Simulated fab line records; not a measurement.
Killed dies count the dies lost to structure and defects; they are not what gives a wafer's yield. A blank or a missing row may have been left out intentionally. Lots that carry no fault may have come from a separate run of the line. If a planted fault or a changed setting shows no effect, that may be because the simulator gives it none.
fab line records	flow sky130
[record] lots = 7	wafers = 21	last_day = 50
route steps=708 shown PWDE@48 NWELL@56 PAD_OPEN@708
lots that met no fault: taken from a fault-free run of the same line
start_h: hours from the record's opening day to when the first of the lot's shown wafers began	wait_h: hours since the lot's step before	" repeats the value in the row above	L1.1+2: one row covering several wafers at once	- no value, or no start given	* or withheld: withheld	< > ~ a bound
route shown NAME@n: a module of which the file shows steps, and the number in the route of the first	usual: mean/standard deviation of fault-free wafers	same: alike in all rows	chamber/n: place in a boat	sites: readings site by site	_std_site: standard deviation of those values	_edge_site: outer sites' mean less inner sites'	radius_mm: how far each site lies from the wafer's centre	mask NAME#n: copy n	behind: tool/chamber where the wafer was last shaped	hold: why the lot went on hold/how many hours it stayed there/how the hold came to an end	device: names the non-switching transistor (n, p or np)	end of line: tests run on the same wafers once the route is complete	where a step has no rows: the recipe by itself	killed: dies that structure and defects cost at the first sort, which is not the same as the wafer's yield	map: a wafer's dies, marking killed ones x, the rest . and places with no die _
set.NAME: the run value of the setting; set.NAME@STEP: its run value at that earlier step	model.NAME: the simulator's own value behind a step, which no gauge read
lots at selected steps of the route; one table per step, one row per wafer
services: when a tool's chamber went out of use (start_h, in hours from the record's first day, below 0 if earlier), for how many hours, and the reason
[[steps]]
[step SKY_PWDE_SOFTBAKE_03]
[recipe] temp_c = 110	time_s = withheld
[step SKY_PWDE_EXPOSE_04]
[recipe] mask_id = PWDEM	na = 0.6	source_shape = conventional	sigma_outer = 0.6	polarization = unpolarized	target_cd_nm = 840	dose_mj = 214
[step SKY_PWDE_PEB_05]
[recipe] temp_c = 115	time_s = withheld
[step SKY_PWDE_DEVELOP_06]
[recipe] wall_angle_deg = 90	developer = TMAH	develop_time_s = 60	dev_temp_c = 23
[step SKY_PWDE_OVL_MEAS_07]
[usual] PWDE_OVL = 0.2/1.5
lot.wafer	tool	chamber	start_h	wait_h	PWDE_OVL[nm]
L898.1	overlay-02	-	80.71	-	-1.5
L898.5	"	-	"	"	-2.1
L898.6	"	-	"	"	0.3
L907.2	overlay-01	-	137.11	-	0.7
L907.3	"	-	"	"	0.6
L907.6	"	-	"	"	-0.7
L908.2	overlay-01	-	139.67	-	-1.0
L908.4	"	-	"	"	-0.9
L908.5	"	-	"	"	-0.2
L909.2	overlay-01	-	144.88	-	1.1
L909.3	"	-	"	"	1.0
L909.6	"	-	"	"	3.7
L910.3	overlay-01	-	153.14	-	-1.0
L910.4	"	-	"	"	-2.5
L910.5	"	-	"	"	0.1
L912.3	overlay-01	-	161.94	-	1.2
L912.4	"	-	"	"	0.2
L912.6	"	-	"	"	2.4
L919.1	overlay-01	-	205.52	-	-1.6
L919.2	"	-	"	"	-0.4
L919.6	"	-	"	"	-2.5
[step SKY_PWDE_IMPLANT_08]
[recipe] species = B	energy_kev = 148.6	dose_cm2 = 3.6e+12	tilt_deg = withheld
[step SKY_PWDE_STRIP_09]
[recipe] chemistry = O2/N2	power_w = 1400	pressure_mtorr = 1500	platen_temp_c = withheld	o2_flow_sccm = 3000	n2_flow_sccm = 300	overash_fraction = 0.5
[usual] drypump_motor_current_A = 6.0/0.32	oes_product_au = 0.723/0.0048	strip_time_to_endpoint_s = 36.94/0.094
lot.wafer	tool	chamber	start_h	wait_h	drypump_motor_current_A	oes_product_au	rf_hours_counter_h	strip_time_to_endpoint_s
L898.1	plasma_asher-03	0	80.90	0.1	5.9	0.722	40	36.94
L898.5	"	1	"	"	6.5	0.725	-	37.13
L898.6	"	0	"	"	5.9	0.725	-	37.08
L907.2	plasma_asher-04	1	137.29	0.1	6.1	0.720	42	36.96
L907.3	"	0	"	"	6.0	0.717	-	36.96
L907.6	"	0	"	"	6.0	0.729	-	36.91
L908.2	plasma_asher-03	1	139.85	0.1	6.5	0.725	2	36.89
L908.4	"	1	"	"	6.5	0.722	-	36.94
L908.5	"	1	"	"	6.5	0.722	-	36.70
L909.2	plasma_asher-03	1	145.06	0.1	6.6	0.717	3	36.80
L909.3	"	0	"	"	5.8	0.722	-	36.74
L909.6	"	0	"	"	5.8	0.719	-	36.78
L910.3	plasma_asher-04	1	153.35	0.1	6.1	0.722	-	36.96
L910.4	"	0	"	"	6.0	0.720	-	36.96
L910.5	"	1	"	"	6.0	0.727	-	37.05
L912.3	plasma_asher-03	1	162.14	0.1	6.5	0.724	-	36.89
L912.4	"	0	"	"	5.9	0.722	-	36.85
L912.6	"	1	"	"	6.5	0.726	-	36.83
L919.1	plasma_asher-02	0	205.71	0.1	5.9	0.718	39	37.00
L919.2	"	1	"	"	5.5	0.722	39	36.99
L919.6	"	1	"	"	5.5	0.727	-	37.06
[step SKY_PWDE_TW_MEAS_10]
[usual] PWDE_TW = 374.5/2.2
lot.wafer	tool	chamber	start_h	wait_h	PWDE_TW
L898.1	film_metro-02	-	81.00	0.1	373.5
L898.5	"	-	"	"	371.4
L898.6	"	-	"	"	373.8
L907.2	film_metro-02	-	137.40	0.1	373.1
L907.3	"	-	"	"	373.4
L907.6	"	-	"	"	375.1
L908.2	film_metro-04	-	139.96	0.1	377.8
L908.4	"	-	"	"	376.5
L908.5	"	-	"	"	376.7
L909.2	film_metro-02	-	145.17	0.1	372.5
L909.3	"	-	"	"	371.5
L909.6	"	-	"	"	372.0
L910.3	film_metro-03	-	153.44	0.1	377.3
L910.4	"	-	"	"	375.9
L910.5	"	-	"	"	375.1
L912.3	film_metro-03	-	162.23	0.1	373.1
L912.4	"	-	"	"	375.5
L912.6	"	-	"	"	373.8
L919.1	film_metro-03	-	205.81	0.1	375.8
L919.2	"	-	"	"	375.6
L919.6	"	-	"	"	376.5
[step SKY_NWELL_DEHYDRATE_03]
[recipe] temp_c = 200	time_s = 60
[step SKY_NWELL_HMDS_04]
[recipe] prime_time_s = 60	prime_temp_c = 120
[step SKY_NWELL_COAT_05]
[recipe] spin_rpm = 2000	resist_thk_nm = 3000
[step SKY_NWELL_SOFTBAKE_06]
[recipe] temp_c = 110	time_s = withheld
[step SKY_NWELL_EXPOSE_07]
[recipe] mask_id = NWM	na = 0.6	source_shape = conventional	sigma_outer = 0.6	polarization = unpolarized	target_cd_nm = 840	dose_mj = 255
[usual] reticle_temp_C = 23.02/0.11
lot.wafer	tool	chamber	start_h	wait_h	mask	reticle_temp_C	model.NWELL.overlay_x_nm
L898.1	iline_stepper-01	0	89.38	-	NWM#0	23.17	0.7609
L898.5	"	0	"	"	NWM#0	23.15	0.7609
L898.6	"	0	"	"	NWM#0	23.08	0.7609
L907.2	iline_stepper-01	0	145.84	-	NWM#0	22.83	-90.65
L907.3	"	0	"	"	NWM#0	22.87	-90.65
L907.6	"	0	"	"	NWM#0	23.06	-90.65
L908.2	iline_stepper-02	0	149.92	-	NWM#0	23.08	-0.2065
L908.4	"	0	"	"	NWM#0	23.18	-0.2065
L908.5	"	0	"	"	NWM#0	22.91	-0.2065
L909.2	iline_stepper-01	0	155.35	-	NWM#0	23.09	-90.6
L909.3	"	0	"	"	NWM#0	23.09	-90.6
L909.6	"	0	"	"	NWM#0	23.11	-90.6
L910.3	iline_stepper-02	0	162.59	-	NWM#0	22.92	-0.0895
L910.4	"	0	"	"	NWM#0	22.93	-0.0895
L910.5	"	0	"	"	NWM#0	22.88	-0.0895
L912.3	iline_stepper-01	0	171.19	-	NWM#0	23.04	-90.15
L912.4	"	0	"	"	NWM#0	23.15	-90.15
L912.6	"	0	"	"	NWM#0	23.10	-90.15
L919.1	iline_stepper-02	0	216.32	-	NWM#0	23.04	0.67
L919.2	"	0	"	"	NWM#0	23.09	0.67
L919.6	"	0	"	"	NWM#0	22.90	0.67
[step SKY_NWELL_PEB_08]
[recipe] temp_c = 115	time_s = withheld
[step SKY_NWELL_DEVELOP_09]
[recipe] wall_angle_deg = 90	developer = TMAH	develop_time_s = 60	dev_temp_c = 23
[step SKY_NWELL_OVL_MEAS_10]
[usual] NWELL_00_OVL = 0.2/1.2
lot.wafer	tool	chamber	start_h	wait_h	NWELL_00_OVL[nm]
L898.1	overlay-01	-	98.58	-	0.9
L898.5	"	-	"	"	1.3
L898.6	"	-	"	"	2.5
L907.2	overlay-01	-	155.83	-	-92.0
L907.3	"	-	"	"	-91.7
L907.6	"	-	"	"	-92.1
L908.2	overlay-01	-	159.39	-	0.0
L908.4	"	-	"	"	-1.2
L908.5	"	-	"	"	-0.3
L909.2	overlay-02	-	163.88	-	-88.6
L909.3	"	-	"	"	-88.8
L909.6	"	-	"	"	-91.0
L910.3	overlay-01	-	171.38	-	0.1
L910.4	"	-	"	"	2.3
L910.5	"	-	"	"	0.6
L912.3	overlay-02	-	181.68	-	-90.7
L912.4	"	-	"	"	-89.5
L912.6	"	-	"	"	-90.5
L919.1	overlay-02	-	227.82	-	2.1
L919.2	"	-	"	"	1.4
L919.6	"	-	"	"	0.9
[step SKY_NWELL_IMPLANT_11]
[recipe] species = P	energy_kev = 400	dose_cm2 = 1.9e+13	tilt_deg = withheld
[step SKY_PAD_OPEN_PROBE_99]
[usual] killed_at_M0_to_M3 = 42/6.9	killed_at_M4_up = 3.2/1.7	killed_at_contacts = 25/5.1	killed_at_front_end = 15/4.5	killed_at_other = 0.4/0.63	killed_dies = 86/9.3	killed_open = 46/7	killed_short = 39/6.9
[same] gross_dies = 492	killed_at_back_side = 0
lot.wafer	tool	chamber	start_h	wait_h	killed_at_M0_to_M3	killed_at_M4_up	killed_at_contacts	killed_at_front_end	killed_at_other	killed_dies	killed_open	killed_short	model.etest.pfet_16v.r_on_ohm_um	model.etest.nfet_16v.r_on_ohm_um	model.etest.pfet_16v.drive_ua_um	model.etest.nfet_16v.drive_ua_um
L898.1	prober-01	-	1087.40	0.1	50	4	28	10	0	92	59	33	1.54e+04	1.402e+04	245	222.9
L898.5	prober-01	-	1087.60	0.2	39	4	24	23	2	92	50	42	1.527e+04	1.386e+04	246	222.7
L898.6	prober-01	-	1087.65	0.2	58	3	27	17	0	105	56	49	1.5e+04	1.406e+04	247.1	223.4
L908.2	prober-01	-	1149.68	0.1	32	4	25	13	2	76	39	37	1.478e+04	1.36e+04	250.3	231.4
L908.4	prober-01	-	1149.78	0.2	38	3	23	16	0	80	47	33	1.506e+04	1.364e+04	247.5	233.1
L908.5	prober-01	-	1149.83	0.2	42	2	23	12	1	80	47	33	1.472e+04	1.359e+04	251.4	233.2
L907.2	prober-02	-	1153.58	0.1	39	4	25	21	0	89	47	42	1.405e+04	1.315e+04	269.9	235.5
L907.3	prober-02	-	1153.63	0.2	51	2	26	14	0	93	40	52	1.384e+04	1.323e+04	270.8	233.2
L907.6	prober-02	-	1153.78	0.2	34	3	33	22	1	93	37	55	1.417e+04	1.328e+04	264.3	228.1
L909.2	prober-01	-	1161.58	0.1	35	2	24	24	0	85	42	43	1.432e+04	1.313e+04	263.2	235.6
L909.3	prober-01	-	1161.63	0.2	36	4	27	20	0	87	43	44	1.456e+04	1.326e+04	262	229.7
L909.6	prober-01	-	1161.78	0.2	35	2	23	9	1	70	34	36	1.398e+04	1.327e+04	264.4	230.3
L910.3	prober-02	-	1164.49	0.2	45	2	24	13	1	85	41	44	1.523e+04	1.396e+04	243.7	223.5
L910.4	prober-02	-	1164.54	0.2	39	4	16	13	0	72	44	28	1.498e+04	1.395e+04	245.3	222.8
L910.5	prober-02	-	1164.59	0.2	48	1	26	7	0	82	38	43	1.521e+04	1.399e+04	243.8	222.5
L912.3	prober-02	-	1171.82	0.2	53	2	21	16	1	93	55	37	1.443e+04	1.339e+04	268.7	228.4
L912.4	prober-02	-	1171.87	0.2	47	1	22	15	0	85	56	29	1.508e+04	1.341e+04	259.6	225.4
L912.6	prober-02	-	1171.97	0.2	39	7	25	18	0	89	47	42	1.463e+04	1.34e+04	267.6	228.2
L919.1	prober-02	-	1206.99	0.1	39	2	34	11	1	87	39	47	1.539e+04	1.382e+04	242.6	227.4
L919.2	prober-02	-	1207.04	0.1	47	3	29	8	0	87	46	41	1.508e+04	1.369e+04	246.5	232.5
L919.6	prober-02	-	1207.24	0.2	43	4	11	11	0	69	42	27	1.488e+04	1.367e+04	246.4	230.3
// killed by level:class
L898.1 VIA1:geometric_particle:open=15 LI_CONTACT:geometric_particle:open=12 CONTACT:geometric_particle:open=10 VIA3:geometric_particle:open=8 VIA2:geometric_particle:open=7 METAL1:geometric_particle:short=6 VIA1:geometric_particle:short=5 METAL2:geometric_particle:short=3
L898.5 VIA1:geometric_particle:open=10 POLY_GATE:geometric_particle:short=8 LI_CONTACT:geometric_particle:short=7 LI_CONTACT:geometric_particle:open=7 VIA2:geometric_particle:open=7 FIELD_ISO:geometric_particle:open=6 CONTACT:geometric_particle:open=6 METAL1:geometric_particle:short=6
L898.6 VIA1:geometric_particle:open=23 LOCAL_INTERCONNECT:geometric_particle:short=8 CONTACT:geometric_particle:open=7 VIA1:geometric_particle:short=7 METAL2:geometric_particle:short=7 FIELD_ISO:geometric_particle:short=6 FIELD_ISO:geometric_particle:open=6 LI_CONTACT:geometric_particle:open=6
L908.2 VIA1:geometric_particle:open=11 CONTACT:geometric_particle:short=7 LI_CONTACT:geometric_particle:open=6 VIA3:geometric_particle:open=6 LOCAL_INTERCONNECT:geometric_particle:short=5 FIELD_ISO:geometric_particle:short=4 CONTACT:geometric_particle:open=4 VIA1:geometric_particle:short=4
L908.4 VIA1:geometric_particle:open=9 LI_CONTACT:geometric_particle:open=7 CONTACT:geometric_particle:open=7 FIELD_ISO:geometric_particle:open=6 VIA2:geometric_particle:open=6 FIELD_ISO:geometric_particle:short=5 LOCAL_INTERCONNECT:geometric_particle:short=5 VIA1:geometric_particle:short=5
L908.5 LI_CONTACT:geometric_particle:open=10 VIA1:geometric_particle:open=10 FIELD_ISO:geometric_particle:open=7 VIA1:geometric_particle:short=7 VIA3:geometric_particle:open=6 CONTACT:geometric_particle:open=5 CONTACT:geometric_particle:short=4 METAL1:geometric_particle:short=4
L907.2 CONTACT:geometric_particle:short=10 VIA1:geometric_particle:open=9 FIELD_ISO:geometric_particle:short=7 LI_CONTACT:geometric_particle:open=7 VIA2:geometric_particle:open=7 VIA3:geometric_particle:open=7 FIELD_ISO:geometric_particle:open=6 METAL1:geometric_particle:short=6
L907.3 CONTACT:geometric_particle:open=8 METAL1:geometric_particle:short=8 VIA1:geometric_particle:open=8 LOCAL_INTERCONNECT:geometric_particle:short=7 METAL2:geometric_particle:short=7 VIA2:geometric_particle:open=6 VIA1:geometric_particle:short=5 VIA3:geometric_particle:open=5
L907.6 CONTACT:geometric_particle:open=10 LOCAL_INTERCONNECT:geometric_particle:short=10 METAL1:geometric_particle:short=8 FIELD_ISO:geometric_particle:short=7 METAL3:geometric_particle:short=7 POLY_GATE:geometric_particle:short=5 POLY_GATE:geometric_particle:open=4 VIA3:geometric_particle:open=4
L909.2 VIA1:geometric_particle:short=8 FIELD_ISO:geometric_particle:short=7 CONTACT:geometric_particle:open=7 VIA1:geometric_particle:open=7 FIELD_ISO:geometric_particle:open=6 LI_CONTACT:geometric_particle:short=5 METAL1:geometric_particle:short=5 VIA3:geometric_particle:open=5
L909.3 CONTACT:geometric_particle:open=17 VIA1:geometric_particle:short=7 METAL2:geometric_particle:short=7 FIELD_ISO:geometric_particle:short=6 VIA1:geometric_particle:open=6 CONTACT:geometric_particle:short=5 POLY_GATE:geometric_particle:open=4 LI_CONTACT:geometric_particle:open=4
L909.6 CONTACT:geometric_particle:open=10 VIA2:geometric_particle:open=8 LI_CONTACT:geometric_particle:open=6 VIA1:geometric_particle:short=6 CONTACT:geometric_particle:short=5 METAL2:geometric_particle:short=5 VIA2:geometric_particle:short=5 METAL3:geometric_particle:short=4
L910.3 VIA1:geometric_particle:open=11 CONTACT:geometric_particle:open=7 FIELD_ISO:geometric_particle:short=6 METAL2:geometric_particle:short=6 VIA2:geometric_particle:open=6 CONTACT:geometric_particle:short=5 LOCAL_INTERCONNECT:geometric_particle:short=4 LI_CONTACT:geometric_particle:open=4
L910.4 VIA1:geometric_particle:open=9 VIA3:geometric_particle:open=9 CONTACT:geometric_particle:open=8 VIA1:geometric_particle:short=7 METAL1:geometric_particle:short=4 VIA2:geometric_particle:open=4 METAL2:geometric_particle:short=4 FIELD_ISO:geometric_particle:open=3
L910.5 CONTACT:geometric_particle:open=9 VIA1:geometric_particle:open=8 VIA1:geometric_particle:short=8 CONTACT:geometric_particle:short=7 METAL2:geometric_particle:short=7 METAL1:geometric_particle:short=5 VIA3:geometric_particle:short=5 LI_CONTACT:geometric_particle:open=4
L912.3 VIA2:geometric_particle:open=11 LI_CONTACT:geometric_particle:open=10 VIA1:geometric_particle:open=9 CONTACT:geometric_particle:open=6 METAL3:geometric_particle:short=6 VIA3:geometric_particle:open=6 METAL2:geometric_particle:short=5 VIA3:geometric_particle:short=5
L912.4 CONTACT:geometric_particle:open=10 VIA1:geometric_particle:open=10 FIELD_ISO:geometric_particle:open=9 METAL2:geometric_particle:short=9 LI_CONTACT:geometric_particle:open=7 VIA2:geometric_particle:open=7 METAL1:geometric_particle:short=5 VIA3:geometric_particle:open=5
L912.6 VIA1:geometric_particle:open=15 CONTACT:geometric_particle:open=11 METAL2:geometric_particle:short=8 FIELD_ISO:geometric_particle:short=7 LI_CONTACT:geometric_particle:open=6 CONTACT:geometric_particle:short=5 METAL4:geometric_particle:short=5 VIA1:geometric_particle:short=5
L919.1 CONTACT:geometric_particle:short=11 VIA1:geometric_particle:open=10 CONTACT:geometric_particle:open=9 METAL1:geometric_particle:short=8 LI_CONTACT:geometric_particle:short=5 VIA2:geometric_particle:open=5 LI_CONTACT:geometric_particle:open=4 LOCAL_INTERCONNECT:geometric_particle:short=4
L919.2 CONTACT:geometric_particle:open=13 VIA3:geometric_particle:short=8 VIA1:geometric_particle:open=7 CONTACT:geometric_particle:short=6 POLY_GATE:geometric_particle:open=5 VIA3:geometric_particle:open=5 LI_CONTACT:geometric_particle:open=4 LOCAL_INTERCONNECT:geometric_particle:short=4
L919.6 VIA1:geometric_particle:open=13 CONTACT:geometric_particle:open=7 METAL1:geometric_particle:short=7 VIA2:geometric_particle:open=5 VIA3:geometric_particle:open=5 FIELD_ISO:geometric_particle:open=3 POLY_GATE:geometric_particle:open=3 VIA3:geometric_particle:short=3
[[services]]
tool	chamber	start_h	hours	kind
iline_stepper-01	-	71.41	2.1	pm
iline_stepper-01	-	73.49	-	consumable_replace:lamp
iline_stepper-01	-	73.49	1.7	pm
iline_stepper-02	0	83.18	-	calibration
plasma_asher-04	-	90.46	3.3	repair
iline_stepper-02	-	95.70	2.1	pm
iline_stepper-02	-	97.78	-	consumable_replace:lamp
plasma_asher-03	-	108.75	9.0	pm
plasma_asher-03	0	108.75	9.0	vent_cycle
plasma_asher-03	1	108.75	9.0	vent_cycle
iline_stepper-02	-	109.00	0.8	pm
plasma_asher-03	0	117.75	-	clean
plasma_asher-03	1	117.75	-	clean
iline_stepper-01	0	121.56	-	calibration
plasma_asher-03	-	154.01	2.8	pm
iline_stepper-01	-	158.53	4.4	pm
plasma_asher-02	-	170.95	0.4	repair
iline_stepper-01	-	189.01	4.8	repair
iline_stepper-02	-	196.78	1.7	pm
[[key]]
[first_sign] step = SKY_NWELL_OVL_MEAS_10	reading = NWELL_00_OVL	direction = down	sigmas = 75	usual = 0.2	struck = -90.5
effect none on later readings
[model_effect] step = SKY_NWELL_EXPOSE_07	value = NWELL.overlay_x_nm	without = -0.3477	struck = -90.47
[model_effect] step = SKY_PAD_OPEN_PROBE_99	value = etest.pfet_16v.r_on_ohm_um	without = 1.522e+04	struck = 1.434e+04
met_at SKY_NWELL_EXPOSE_07
struck_wafers L907.2,L907.3,L907.6,L909.2,L909.3,L909.6,L912.3,L912.4,L912.6
tester_left_out L907,L909,L912
onset_between 89.38 145.84
[fault] kind = scanner_matching_overlay	tool = iline_stepper-01	chamber = -	onset_h = 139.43	steps = SKY_NWELL_EXPOSE_07	offset = -90.119
// tester_left_out: of these lots the tester's yield and bins aren't shown, on N5 and GAA mostly nor the transistor test; their killed dies are dies lost to structure and defects alone, not to doping, threshold or leakage, so they don't give the yield
